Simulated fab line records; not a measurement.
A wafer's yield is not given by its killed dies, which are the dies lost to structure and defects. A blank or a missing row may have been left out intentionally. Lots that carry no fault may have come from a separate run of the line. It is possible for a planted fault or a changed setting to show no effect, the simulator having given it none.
Which tool is to blame? :: flow gf180mcu :: 12 lots with 36 wafers sampled at 3 steps, on a route of 602 steps

== WHAT THE GAUGES READ, wafer by wafer ==
GF_VT_IMPLANT_OVL_MEAS_40.
lot: L717
measured: day 7 13:48
on: overlay-02
VT_IMPLANT_03_OVL (nm): -0.5 0.3 -1.7

lot: L718
measured: day 7 21:10
on: overlay-01
VT_IMPLANT_03_OVL (nm): 1.0 -0.1 0.6

lot: L719
measured: day 8 02:40
on: overlay-01
VT_IMPLANT_03_OVL (nm): -0.7 -0.5 -0.1

lot: L720
measured: day 8 05:58
on: overlay-01
VT_IMPLANT_03_OVL (nm): -0.2 -0.9 -2.3

lot: L721
measured: day 8 19:03
on: overlay-02
VT_IMPLANT_03_OVL (nm): -0.7 -0.9 -1.5

lot: L724
measured: day 9 10:03
on: overlay-02
VT_IMPLANT_03_OVL (nm): 1.0 -0.8 0.9

lot: L726
measured: day 10 00:22
on: overlay-01
VT_IMPLANT_03_OVL (nm): 1.3 -1.6 0.2

lot: L728
measured: day 10 14:49
on: overlay-02
VT_IMPLANT_03_OVL (nm): -2.1 -0.5 0.6

lot: L730
measured: day 11 05:31
on: overlay-02
VT_IMPLANT_03_OVL (nm): 0.5 0.1 -2.1

lot: L733
measured: day 12 12:24
on: overlay-02
VT_IMPLANT_03_OVL (nm): -0.3 -0.8 -0.3

lot: L739
measured: day 14 00:34
on: overlay-02
VT_IMPLANT_03_OVL (nm): -0.3 0.5 -1.2

lot: L740
measured: day 14 03:37
on: overlay-02
VT_IMPLANT_03_OVL (nm): 2.2 1.5 1.0

GF_DUAL_GATE_THK_MEAS_03.
lot: L717
measured: day 7 16:32
on: film_metro-02
DUAL_GATE_OXIDATION_00_THK (nm): 10.61 11.04 10.83

lot: L718
measured: day 8 02:56
on: film_metro-01
DUAL_GATE_OXIDATION_00_THK (nm): 10.61 10.60 10.61

lot: L719
measured: day 8 09:47
on: film_metro-02
DUAL_GATE_OXIDATION_00_THK (nm): 10.53 10.70 10.79

lot: L720
measured: day 8 09:47
on: film_metro-03
DUAL_GATE_OXIDATION_00_THK (nm): 10.25 10.19 10.23

lot: L721
measured: day 8 21:49
on: film_metro-03
DUAL_GATE_OXIDATION_00_THK (nm): 10.63 10.87 10.71

lot: L724
measured: day 9 12:41
on: film_metro-02
DUAL_GATE_OXIDATION_00_THK (nm): 10.55 10.73 10.61

lot: L726
measured: day 10 02:59
on: film_metro-03
DUAL_GATE_OXIDATION_00_THK (nm): 11.62 11.88 11.75 11.62 11.89 11.67

lot: L728
measured: day 10 17:27
on: film_metro-02
DUAL_GATE_OXIDATION_00_THK (nm): 10.67 10.62 10.83

lot: L730
measured: day 11 12:28
on: film_metro-01
DUAL_GATE_OXIDATION_00_THK (nm): 11.76 11.43 11.59 11.71 11.39 11.67

lot: L733
measured: day 12 15:08
on: film_metro-02
DUAL_GATE_OXIDATION_00_THK (nm): 10.64 10.67 10.83

lot: L739
measured: day 14 03:10
on: film_metro-02
DUAL_GATE_OXIDATION_00_THK (nm): 10.70 10.70 10.61

lot: L740
measured: day 14 06:35
on: film_metro-01
DUAL_GATE_OXIDATION_00_THK (nm): 10.71 10.80 10.77

== EACH LOT AND THE TOOL THAT RAN IT (in order: tool; ch and the chambers of the sampled wafers; start) ==
lot: L717
GF_DUAL_GATE_OXIDATION_02: furnace-01 ch 0, day 7 15:05

lot: L718
GF_DUAL_GATE_OXIDATION_02: furnace-02 ch 0, day 8 01:28

lot: L719
GF_DUAL_GATE_OXIDATION_02: furnace-02 ch 0, day 8 08:20

lot: L720
GF_DUAL_GATE_OXIDATION_02: furnace-02 ch 0, day 8 08:20

lot: L721
GF_DUAL_GATE_OXIDATION_02: furnace-01 ch 0, day 8 20:22

lot: L724
GF_DUAL_GATE_OXIDATION_02: furnace-01 ch 0, day 9 11:14

lot: L726
GF_DUAL_GATE_OXIDATION_02: furnace-01 ch 0, day 10 01:31

lot: L728
GF_DUAL_GATE_OXIDATION_02: furnace-02 ch 0, day 10 16:01

lot: L730
GF_DUAL_GATE_OXIDATION_02: furnace-01 ch 0, day 11 10:59

lot: L733
GF_DUAL_GATE_OXIDATION_02: furnace-02 ch 0, day 12 13:42

lot: L739
GF_DUAL_GATE_OXIDATION_02: furnace-01 ch 0, day 14 01:43

lot: L740
GF_DUAL_GATE_OXIDATION_02: furnace-02 ch 0, day 14 05:08
- GF_DUAL_GATE_OXIDATION_02: stabilise 600 s, purge 300 s, target thk 10.887 nm.

== WHAT THE TOOLS THEMSELVES READ (means of the sampled wafers that have a number; where no wafer has one, the mark that the record gives instead) ==
GF_DUAL_GATE_OXIDATION_02.
lot: L717
tool: furnace-01
spike_tc_bottom_C (C): 923.7
spike_tc_centre_C (C): 899.7
spike_tc_lower_C (C): 900.4
spike_tc_top_C (C): 913.3
spike_tc_upper_C (C): 897.9
tube_center_temp_C (C): 899.96
zone_power_lower_pct (%): 21.8

lot: L718
tool: furnace-02
spike_tc_bottom_C (C): 918.8
spike_tc_centre_C (C): 899.6
spike_tc_lower_C (C): 901.0
spike_tc_top_C (C): 912.2
spike_tc_upper_C (C): 900.3
tube_center_temp_C (C): 899.99
zone_power_lower_pct (%): 16.4

lot: L719
tool: furnace-02
spike_tc_bottom_C (C): 920.4
spike_tc_centre_C (C): 899.2
spike_tc_lower_C (C): 900.2
spike_tc_top_C (C): 911.1
spike_tc_upper_C (C): 899.2
tube_center_temp_C (C): 900.03
zone_power_lower_pct (%): 16.4

lot: L720
tool: furnace-02
spike_tc_bottom_C (C): 919.9
spike_tc_centre_C (C): 899.6
spike_tc_lower_C (C): 899.5
spike_tc_top_C (C): 909.7
spike_tc_upper_C (C): 899.8
tube_center_temp_C (C): 900.04
zone_power_lower_pct (%): 16.6

lot: L721
tool: furnace-01
spike_tc_bottom_C (C): 922.0
spike_tc_centre_C (C): 899.7
spike_tc_lower_C (C): 900.4
spike_tc_top_C (C): 913.2
spike_tc_upper_C (C): 899.0
tube_center_temp_C (C): 900.01
zone_power_lower_pct (%): 21.8

lot: L724
tool: furnace-01
spike_tc_bottom_C (C): 923.0
spike_tc_centre_C (C): 900.6
spike_tc_lower_C (C): 900.0
spike_tc_top_C (C): 913.3
spike_tc_upper_C (C): 898.7
tube_center_temp_C (C): 900.02
zone_power_lower_pct (%): 21.7

lot: L726
tool: furnace-01
spike_tc_bottom_C (C): 933.1
spike_tc_centre_C (C): 908.5
spike_tc_lower_C (C): 911.1
spike_tc_top_C (C): 922.5
spike_tc_upper_C (C): 908.3
tube_center_temp_C (C): 900.00
zone_power_lower_pct (%): 22.2

lot: L728
tool: furnace-02
spike_tc_bottom_C (C): 919.9
spike_tc_centre_C (C): 898.7
spike_tc_lower_C (C): 900.7
spike_tc_top_C (C): 910.9
spike_tc_upper_C (C): 900.2
tube_center_temp_C (C): 899.96
zone_power_lower_pct (%): 16.3

lot: L730
tool: furnace-01
spike_tc_bottom_C (C): 932.8
spike_tc_centre_C (C): 909.5
spike_tc_lower_C (C): 909.8
spike_tc_top_C (C): 922.2
spike_tc_upper_C (C): 908.6
tube_center_temp_C (C): 900.03
zone_power_lower_pct (%): 22.3

lot: L733
tool: furnace-02
spike_tc_bottom_C (C): 919.6
spike_tc_centre_C (C): 899.5
spike_tc_lower_C (C): 901.2
spike_tc_top_C (C): 912.0
spike_tc_upper_C (C): 899.6
tube_center_temp_C (C): 899.95
zone_power_lower_pct (%): 16.5

lot: L739
tool: furnace-01
spike_tc_bottom_C (C): 922.1
spike_tc_centre_C (C): 900.5
spike_tc_lower_C (C): 900.8
spike_tc_top_C (C): 913.4
spike_tc_upper_C (C): 899.0
tube_center_temp_C (C): 900.03
zone_power_lower_pct (%): 21.8

lot: L740
tool: furnace-02
spike_tc_bottom_C (C): 919.9
spike_tc_centre_C (C): 899.2
spike_tc_lower_C (C): 900.2
spike_tc_top_C (C): 911.4
spike_tc_upper_C (C): 899.5
tube_center_temp_C (C): 899.91
zone_power_lower_pct (%): 16.5

== THE ANSWER, worked out from the rows above alone ==
Rule: what is usual is taken from the lots themselves. The widest of any qualifying gaps counts: lots, ordered by their means at a reading, are off when they make up no more than a third of the lots, leave a main group of 4 or more, and stand apart from it by 3 or more times the standard deviation of that group's means. A main group is skipped when, at the precision printed for the reading in the tables above, its means are all equal. Also off: a lot with no number at a reading for which 4 or more lots have one. Any other lot the step has rows for is counted as sound. Order of review: gauges by route order, followed by the tools' own readings, for which a lot's mean as printed above is used. The first step at which some lot is off is used, and at that step the reading that is off furthest; a lot without a number counts as furthest.
Off: at GF_DUAL_GATE_THK_MEAS_03 (DUAL_GATE_OXIDATION_00_THK), L726, L730. Mean 10.65 nm and standard deviation 0.16 in the main group.
A tool fits if, at a process step before that reading, it ran every lot that is off, and no sound lot after the first of them. The gauges at GF_DUAL_GATE_THK_MEAS_03 aren't tried: what is off there is off at GF_DUAL_GATE_OXIDATION_02 too, on other tools, and a gauge's error can't cause that. Of those tried, none fits.

== WHAT WAS PUT IN BY THE SIMULATOR ==
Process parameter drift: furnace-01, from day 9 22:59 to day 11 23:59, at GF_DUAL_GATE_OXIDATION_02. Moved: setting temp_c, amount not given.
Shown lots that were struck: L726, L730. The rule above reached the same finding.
